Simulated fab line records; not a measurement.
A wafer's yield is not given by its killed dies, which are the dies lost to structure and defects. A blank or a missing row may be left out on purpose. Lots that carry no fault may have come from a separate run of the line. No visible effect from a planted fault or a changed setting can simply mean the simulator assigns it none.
A lot that was struck, set against a sound lot | flow sky130 | 31 steps out of a route of 708
Sound: the wafers L975.1, L975.5, L975.6. Struck: wafer L966.1. (L966.5, L966.6 of the same lot were not struck and are left out.) The cause comes at the end.
Per side, at each step with rows, come the tool, then ch with its chambers, and then its first start. Under that, the readings that differ: sound wafers | struck wafers | difference of the means | sigmas: that difference in standard deviations of wafers without a fault.
alike: readings whose means differ by less than 2 such deviations, and words and numbers that are the same on both sides. not compared: withheld readings, readings that some wafer has no value for, bounds like >300 that may hide the same value, and numbers for which the record gives no deviation and whose values overlap.
The two part at a step that has a row with sigmas, a row that says differs or no value, or rows on one side only. When numbers do not overlap yet have no deviation, they are printed without sigmas and do not part them. Lack of a reading on every wafer of one side parts them only where that side has two or more wafers.

SKY_LI_CONTACT_OVL_MEAS_13:
  sound on overlay-02 at day 34 05:02; struck on overlay-01 at day 31 13:44
  alike: LI_CONTACT_OVL
SKY_LI_CONTACT_ETCH_14: etches BARC in N2/H2, stops on SiO2, time 45.9 s, target depth 60 nm.
  sound on rie diel-01 ch 2,3, day 34 05:04; struck on rie diel-01 ch 1, day 31 13:46
  alike: drypump motor current A, oes product au, throttle valve pct
  not compared: rf hours counter h
then, 1 step without rows for these wafers: SKY_LI_CONTACT_ETCH_15 (etches PSG in C4F8/O2/Ar, stops on Si, target depth 600 nm).
SKY_LI_CONTACT_STRIP_16: strips in O2/N2.
  sound on plasma asher-02 ch 0,1, day 34 05:11; struck on plasma asher-03 ch 0, day 31 13:53
  reading                     | sound       | struck | difference | sigmas
  drypump motor current A (A) | 5.8 6.0 5.8 | 4.8    | -1.1       | -2
  alike: oes product au, strip time to endpoint s
  not compared: rf hours counter h
then, 5 steps without rows for these wafers: SKY_LI_CONTACT_CLEAN_17 (cleans in NMP, time 600 s); SKY_LI_CONTACT_PRE_CLEAN_18 (time 5.6 s); SKY_LI_CONTACT_SPUTTER_19 (material Ti, target thk 20 nm, time 106.37 s); SKY_LI_CONTACT_SPUTTER_20 (material TiN, target thk 20 nm, time 80 s); SKY_LI_CONTACT_CVD_21 (deposits W, target thk 400 nm, time 120.56 s).
SKY_LI_CONTACT_RS_MEAS_22: a four-point-probe measurement.
  sound on film metro-02 at day 34 05:45; struck on film metro-02 at day 31 14:35
  reading                  | sound             | struck | difference | sigmas
  LI_CONTACT_W_RS (ohm/sq) | 0.285 0.280 0.285 | 0.291  | +0.008     | +2
SKY_LI_CONTACT_THK_MEAS_23: measures by xrf.
  sound on film metro-02 at day 34 05:52; struck on film metro-02 at day 31 14:43
  reading               | sound       | struck | difference | sigmas
  LI_CONTACT_W_THK (nm) | 409 414 407 | 396    | -14        | -2
SKY_LI_CONTACT_CMP_24: polishes, stops on PSG, t overpolish 20 s, target thk 0 nm.
  sound on cmp-02 ch 1,2,3, day 34 06:05; struck on cmp-02 ch 2, day 31 14:55
  alike: motor current A, overpolish run s, time to endpoint s
SKY_LOCAL_INTERCONNECT_SPUTTER_00: material TiN, target thk 100 nm, time 83.3 s.
  sound on pvd sputter-03 at day 34 06:14; struck on pvd sputter-01 at day 31 15:04
  reading                                                | sound             | struck | difference | sigmas
  model.TiN_of_LOCAL_INTERCONNECT_SPUTTER_00.thk nm (nm) | 100.2 99.14 99.22 | 88.95  | -10.57     |
  alike: throttle valve pct
SKY_LOCAL_INTERCONNECT_RS_MEAS_01: a four-point-probe measurement.
  sound on film metro-02 at day 34 06:17; struck on film metro-01 at day 31 15:08
  reading                            | sound             | struck | difference | sigmas
  LOCAL_INTERCONNECT_TIN_RS (ohm/sq) | 14.13 14.29 14.30 | 15.97  | +1.73      | +10
SKY_LOCAL_INTERCONNECT_THK_MEAS_02: measures by xrf.
  sound on film metro-02 at day 34 06:25; struck on film metro-01 at day 31 15:15
  reading                         | sound           | struck | difference | sigmas
  LOCAL_INTERCONNECT_TIN_THK (nm) | 100.3 99.0 99.3 | 88.7   | -10.8      | -8
then, 8 steps without rows for these wafers: SKY_LOCAL_INTERCONNECT_DEHYDRATE_03 (time 60 s); SKY_LOCAL_INTERCONNECT_HMDS_04 (prime time 60 s); SKY_LOCAL_INTERCONNECT_COAT_05 (resist thk 60 nm); SKY_LOCAL_INTERCONNECT_COAT_06 (resist thk 450 nm); SKY_LOCAL_INTERCONNECT_SOFTBAKE_07 (time 90 s); SKY_LOCAL_INTERCONNECT_EXPOSE_08 (exposes mask LI1M, target cd 170 nm); SKY_LOCAL_INTERCONNECT_PEB_09; SKY_LOCAL_INTERCONNECT_DEVELOP_10 (develop time 60 s).
SKY_LOCAL_INTERCONNECT_CD_MEAS_11: target cd 170 nm.
  sound on cd sem-01 at day 35 09:35; struck on cd sem-02 at day 32 19:04
  alike: cd nm
SKY_LOCAL_INTERCONNECT_OVL_MEAS_12:
  sound on overlay-02 at day 35 09:42; struck on overlay-01 at day 32 19:11
  alike: LOCAL_INTERCONNECT_OVL
SKY_LOCAL_INTERCONNECT_ETCH_13: etches BARC in N2/H2, stops on SiO2, time 45.9 s, target depth 60 nm.
  sound on rie metal-04 ch 0,1, day 35 09:44; struck on rie metal-04 ch 0, day 32 19:13
  alike: drypump motor current A, oes product au, throttle valve pct
  not compared: rf hours counter h
SKY_LOCAL_INTERCONNECT_METAL_ETCH_14: etches TiN in Cl2/BCl3, stops on PSG, target depth 110 nm, time 31.4 s.
  sound on rie metal-04 ch 0,1, day 35 09:47; struck on rie metal-04 ch 0, day 32 19:17
  reading                | sound                | struck | difference | sigmas
  oes product au (a.u.)  | 0.941 0.942 0.930    | 0.880  | -0.058     | -7
  throttle valve pct (%) | 21.897 21.922 21.896 | 21.953 | +0.048     | +5
  alike: drypump motor current A
  not compared: rf hours counter h
SKY_LOCAL_INTERCONNECT_STRIP_15: strips in O2/N2.
  sound on plasma asher-03 ch 0,1, day 35 09:51; struck on plasma asher-03 ch 0, day 32 19:20
  alike: drypump motor current A, oes product au, strip time to endpoint s
  not compared: rf hours counter h
SKY_LOCAL_INTERCONNECT_STRIP_16: strips in post etch residue remover, time 1200 s.
  sound on wet bench-01 ch 2, day 35 09:57; struck on wet bench-02 ch 0, day 32 19:26
  reading                                                | sound            | struck | difference | sigmas
  model.TiN_of_LOCAL_INTERCONNECT_SPUTTER_00.thk nm (nm) | 99.74 98.71 98.8 | 88.53  | -10.55     |
then, 1 step without rows for these wafers: SKY_LOCAL_INTERCONNECT_CLEAN_17 (cleans in IPA, time 180 s).
-- here the record skips 15 days between the struck wafers' starts before and after, leaving off in module LOCAL_INTERCONNECT and picking up in module PAD_OPEN (first step shown: number 708 of the route) --
SKY_PAD_OPEN_PROBE_99:
  sound on prober-02 at day 49 11:30; struck on prober-02 at day 47 13:18
  reading                        | sound             | struck | difference | sigmas
  killed at contacts             | 31 25 33          | 14     | -16        | -3
  model.etest.res li.line ohm um | 73.97 74.77 74.47 | 84.72  | +10.32     |
  model.etest.res li.rs ohm sq   | 12.74 12.94 12.86 | 14.27  | +1.42      |
  alike: killed_at_M0_to_M3, killed_at_M4_up, killed at front end, killed at other, killed dies, killed open, killed short

WHERE THEY PART
At SKY_LI_CONTACT_STRIP_16 first; at SKY_PAD_OPEN_PROBE_99 last (within this record only).

WHY: whatever the simulator had introduced
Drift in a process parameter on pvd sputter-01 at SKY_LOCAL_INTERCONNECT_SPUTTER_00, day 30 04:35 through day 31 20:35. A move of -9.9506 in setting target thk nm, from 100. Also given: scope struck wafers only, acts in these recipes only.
